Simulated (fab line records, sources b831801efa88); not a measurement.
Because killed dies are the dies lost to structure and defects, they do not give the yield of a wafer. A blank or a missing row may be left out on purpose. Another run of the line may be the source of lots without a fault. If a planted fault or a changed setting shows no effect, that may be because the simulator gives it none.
Problem report in the 8D (eight disciplines) form, filled by code    flow sky130    the parts of the form that need people (team, actions taken, sign-off) are left out

1. THE ISSUE
Across 2 wafers from 2 lots, VT_ADJUST_LVTN_TW at SKY_VT_ADJUST_LVTN_TW_MEAS_10 averages 225.0, while fault-free wafers read 240.1 with a standard deviation of 1.2. That is -13 standard deviations from the usual mean.
The first sign was on wafer L862.6 at day 11 01:30, on filmMetro-02. At this step, 37 wafers from 13 lots have a number in the record. The rule behind "out" and "out of limits": a value lying over 4 standard deviations away from the usual mean. The rest of the wafers with a number are treated as sound.

2. WHAT IT IS AND WHAT IT IS NOT
question                     is                          is not
which readings at this step  VT_ADJUST_LVTN_TW           -
which lots                   L862, L863                  L847, L848, L850, L852, L853, L854, L855, L856, L866, L868, L870
which wafers of those lots   L862.6, L863.6              L862.3, L863.4
read on which gauges         filmMetro-02, filmMetro-03  filmMetro-04
when                         from day 11 01:30           up to then (25 sound wafers); but 10 sound wafers of L863, L866, L868, L870 came after

3. WHAT RULES OUT EACH SUSPECT
Counting: if a tool at a process step up to the reading ran every lot that is out, it stays a suspect. Sound lots after the first of them don't rule it out here, since some wafers of a struck lot are sound.
- ruled out: the gauge at SKY_VT_ADJUST_LVTN_TW_MEAS_10. The wafers that are out were read on 2 gauges (filmMetro-02, filmMetro-03).
- implanter-02 at SKY_VT_ADJUST_LVTN_IMPLANT_08: kept. Ran every lot that is out, first one L862 (day 11 01:17); last sound lot up to then L855 (day 8 21:19).
Remaining after the count: implanter-02 at SKY_VT_ADJUST_LVTN_IMPLANT_08.

4. THE CAUSE (what the simulator had put in)
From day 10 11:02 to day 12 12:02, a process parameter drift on implanter-02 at SKY_VT_ADJUST_LVTN_IMPLANT_08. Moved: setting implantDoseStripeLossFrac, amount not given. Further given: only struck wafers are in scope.
This tool alone remained once counting was done.

5. SEQUENCE OF EFFECTS, ordered by route
One row per reading whose mean, taken over the struck wafers that have a number, lies over 3 standard deviations from the usual. Scope: only readings with a usual standard deviation given in the record; hours: median across lots of the time from each lot's start at the first step in this table that gives one to its start at this step; sigmas: change in usual standard deviations.
hours  step                           reading            usual  on struck wafers  change  sigmas
0      SKY_VT_ADJUST_LVTN_TW_MEAS_10  VT_ADJUST_LVTN_TW  240.1  225.0             -15.1   -13

6. HOW IT WOULD HAVE BEEN CAUGHT EARLIER
In this record the first reading out of limits at a measuring or inspecting step was taken at day 11 01:30, 14 hours after the fault began at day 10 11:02.
An alarm limit of 4 standard deviations would not have fired on the tool readings at SKY_VT_ADJUST_LVTN_IMPLANT_08 for which the record gives a usual standard deviation, since none of them was out on any struck wafer.
L863, from the lots that are out (2), started SKY_VT_ADJUST_LVTN_IMPLANT_08 on implanter-02 later than day 11 01:30. Holding the tool at that time would have saved it.
